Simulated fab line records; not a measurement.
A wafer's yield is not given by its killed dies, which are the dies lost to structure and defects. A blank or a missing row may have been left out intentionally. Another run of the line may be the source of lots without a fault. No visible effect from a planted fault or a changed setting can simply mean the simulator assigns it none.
Struck lot and sound lot, side by side    flow sfqLine    41 steps out of a route of 325
Sound: these wafers, L776.4, L776.5, L776.6. Struck: wafer L792.1 (L792.3, L792.5, from the same lot, were not struck and are left out); the cause is given at the end.
For every step that has rows: the tool of each side, followed by ch and its chambers, followed by its first start. Under that, the readings that differ: sound wafers    struck wafers    difference of the means    sigmas: that difference in standard deviations of wafers without a fault.
alike: words and numbers the same on both sides, and readings whose means are apart by under 2 such deviations; not compared: readings that were withheld, readings missing a value for some wafer, numbers with overlapping values and no deviation given by the record, and bounds like >300 which may hide the same value.
A row with sigmas, a row that says differs or no value, or rows on one side alone: a step with any of these is where the two part. Numbers that don't overlap but have no deviation are shown without sigmas and don't part them. A reading that every wafer of one side lacks parts them only if that side has two wafers or more.

first, 6 steps without rows for these wafers: SFQ_TRILAYER_I6_VIA_LITHO_COAT_174 (resist thk 62 nm); SFQ_TRILAYER_I6_VIA_LITHO_COAT_169 (resist thk 650 nm); SFQ_TRILAYER_I6_VIA_LITHO_SOFTBAKE_173; SFQ_TRILAYER_I6_VIA_LITHO_EXPOSE_170 (exposes mask I6, target cd 700 nm); SFQ_TRILAYER_I6_VIA_LITHO_PEB_172 (peb time 60 s); SFQ_TRILAYER_I6_VIA_LITHO_DEVELOP_171 (time 60 s).
SFQ_I6_OVL_MEAS_942:
  struck on overlay-01, day 67 10:14; sound on overlay-01, day 63 09:32
  alike: I6_OVL
then, 1 step without rows for these wafers: SFQ_TRILAYER_I6_VIA_BARC_OPEN_VIA_ETCH_235 (etches BARC in O2, target depth 125 nm, time 41.7 s).
SFQ_TRILAYER_I6_VIA_ETCH_VIA_ETCH_172: etches SiO2 in CHF3, stops on Nb, target depth 260 nm.
  sound on rieDiel-04 ch 1,2,3, day 63 09:35; struck on rieDiel-02 ch 0, day 67 10:19
  alike: drypumpMotorCurrentA, oesProductAu
then, 3 steps without rows for these wafers: SFQ_TRILAYER_I6_VIA_STRIP_STRIP_173 (strips in O2); SFQ_TRILAYER_I6_VIA_STRIP_SOLV_CLEAN_174 (cleans in NMP, time 600 s); SFQ_TRILAYER_M7_DEP_PRE_CLEAN_176 (time 22.5 s).
SFQ_TRILAYER_M7_DEP_SPUTTER_175: material Nb, target thk 200 nm, time 133.3 s.
  struck on pvdSputter-05, day 67 11:14; sound on pvdSputter-05, day 63 10:31
reading                                             sound            struck  difference  sigmas
model.Nb_of_TRILAYER_M7_DEP_SPUTTER_175.thkNm (nm)  199.2 199.4 199  290.8   +91.6       
  alike: substrateTempC, throttleValvePct
SFQ_M7_RS_MEAS_943: a four-point-probe measurement.
  struck on filmMetro-01, day 67 11:37; sound on filmMetro-04, day 63 10:40
reading            sound              struck  difference  sigmas
M7_NB_RS (ohm/sq)  0.895 0.894 0.896  0.610   -0.285      -24
  not compared: hold
then, 5 steps without rows for these wafers: SFQ_TRILAYER_M7_LITHO_COAT_177 (resist thk 600 nm); SFQ_TRILAYER_M7_LITHO_SOFTBAKE_181; SFQ_TRILAYER_M7_LITHO_EXPOSE_178 (exposes mask M7, target cd 500 nm); SFQ_TRILAYER_M7_LITHO_PEB_180 (peb time 60 s); SFQ_TRILAYER_M7_LITHO_DEVELOP_179 (time 60 s).
-- the record jumps here: 4 days lie between the struck wafers' starts before and after --
SFQ_M7_OVL_MEAS_945:
  struck on overlay-02, day 71 11:35; sound on overlay-01, day 63 14:29
  alike: M7_OVL
then, 1 step without rows for these wafers: SFQ_TRILAYER_M7_BARC_OPEN_METAL_ETCH_229 (etches BARC in O2, target depth 125 nm, time 41.7 s).
SFQ_TRILAYER_M7_ETCH_METAL_ETCH_180: etches Nb in Cl2/Ar, stops on SiO2, target depth 240 nm, time 120 s.
  sound on rieMetal-02 ch 0,1, day 63 14:37; struck on rieMetal-04 ch 0, day 71 11:41
reading              sound              struck  difference                    sigmas
oesProductAu (a.u.)  0.894 0.898 0.893  0.977   +0.082                        +9
rfHoursCounterH (h)  - - -              115     no value on the sound wafers  
  alike: drypumpMotorCurrentA
SFQ_TRILAYER_M7_STRIP_STRIP_181: strips in O2.
  sound on rieMetal-02 ch 0,1, day 63 14:54; struck on rieMetal-04 ch 0, day 71 11:49
reading              sound              struck  difference                    sigmas
oesProductAu (a.u.)  1.012 0.999 1.006  0.970   -0.036                        -3
rfHoursCounterH (h)  - - -              115     no value on the sound wafers  
  alike: drypumpMotorCurrentA
then, 2 steps without rows for these wafers: SFQ_TRILAYER_M7_STRIP_SOLV_CLEAN_182 (cleans in NMP, time 600 s); SFQ_TRILAYER_I7_DEP_PECVD_183 (deposits SiO2 from SiH4/N2O, time 111.11 s, target thk 500 nm).
SFQ_TRILAYER_I7_CMP_CMP_184: polishes SiO2.
  sound on cmp-01 ch 0,1,2, day 64 19:06; struck on cmp-02 ch 2, day 71 12:41
  alike: motorCurrentA, platenRpm, timeToEndpointS
SFQ_I7_BOW_MEAS_946:
  struck on filmMetro-01, day 71 15:41; sound on filmMetro-02, day 64 20:40
reading      sound     struck  difference  sigmas
I7_BOW (um)  28 31 21  2       -25         -2
then, 7 steps without rows for these wafers: SFQ_TRILAYER_I7_METRO_MEASURE_185; SFQ_TRILAYER_I7_VIA_LITHO_COAT_192 (resist thk 62 nm); SFQ_TRILAYER_I7_VIA_LITHO_COAT_187 (resist thk 650 nm); SFQ_TRILAYER_I7_VIA_LITHO_SOFTBAKE_191; SFQ_TRILAYER_I7_VIA_LITHO_EXPOSE_188 (exposes mask I7, target cd 1000 nm); SFQ_TRILAYER_I7_VIA_LITHO_PEB_190 (peb time 60 s); SFQ_TRILAYER_I7_VIA_LITHO_DEVELOP_189 (time 60 s).
-- the record jumps here: 4 days lie between the struck wafers' starts before and after --
SFQ_I7_OVL_MEAS_947:
  struck on overlay-01, day 75 07:20; sound on overlay-02, day 68 18:38
  alike: I7_OVL
SFQ_TRILAYER_I7_VIA_BARC_OPEN_VIA_ETCH_260: etches BARC in O2, target depth 125 nm, time 41.7 s.
  sound on rieDiel-01 ch 0,2,3, day 68 18:40; struck on rieDiel-04 ch 3, day 75 07:22
  alike: drypumpMotorCurrentA, oesProductAu
  not compared: rfHoursCounterH
then, 1 step without rows for these wafers: SFQ_TRILAYER_I7_VIA_ETCH_VIA_ETCH_190 (etches SiO2 in CHF3, stops on Nb, target depth 260 nm).
SFQ_TRILAYER_I7_VIA_STRIP_STRIP_191: strips in O2.
  sound on rieMetal-04 ch 0,1, day 68 19:01; struck on rieMetal-01 ch 0, day 75 07:31
reading              sound  struck  difference                    sigmas
rfHoursCounterH (h)  - - -  121     no value on the sound wafers  
  alike: drypumpMotorCurrentA, oesProductAu
then, 2 steps without rows for these wafers: SFQ_TRILAYER_I7_VIA_STRIP_SOLV_CLEAN_192 (cleans in NMP, time 600 s); SFQ_TRILAYER_M8_LITHO_LOR_COAT_197.
-- the record jumps here: 3 days lie between the struck wafers' starts before and after --
SFQ_M8_BOW_MEAS_951:
  struck on filmMetro-04, day 78 09:40; sound on filmMetro-01, day 68 23:35
reading                      sound                 struck  difference  sigmas
M8_BOW (um)                  29 31 21              2       -25         -2
model.etest.m7.combLog10Ohm  12 12 12              0       -12         
model.etest.m7.ohmSq         0.8943 0.8938 0.8955  0.6128  -0.2817     

## WHERE THEY PART
Earliest at SFQ_M7_RS_MEAS_943; latest, in this record, at SFQ_M8_BOW_MEAS_951.

WHY: the cause the simulator had injected
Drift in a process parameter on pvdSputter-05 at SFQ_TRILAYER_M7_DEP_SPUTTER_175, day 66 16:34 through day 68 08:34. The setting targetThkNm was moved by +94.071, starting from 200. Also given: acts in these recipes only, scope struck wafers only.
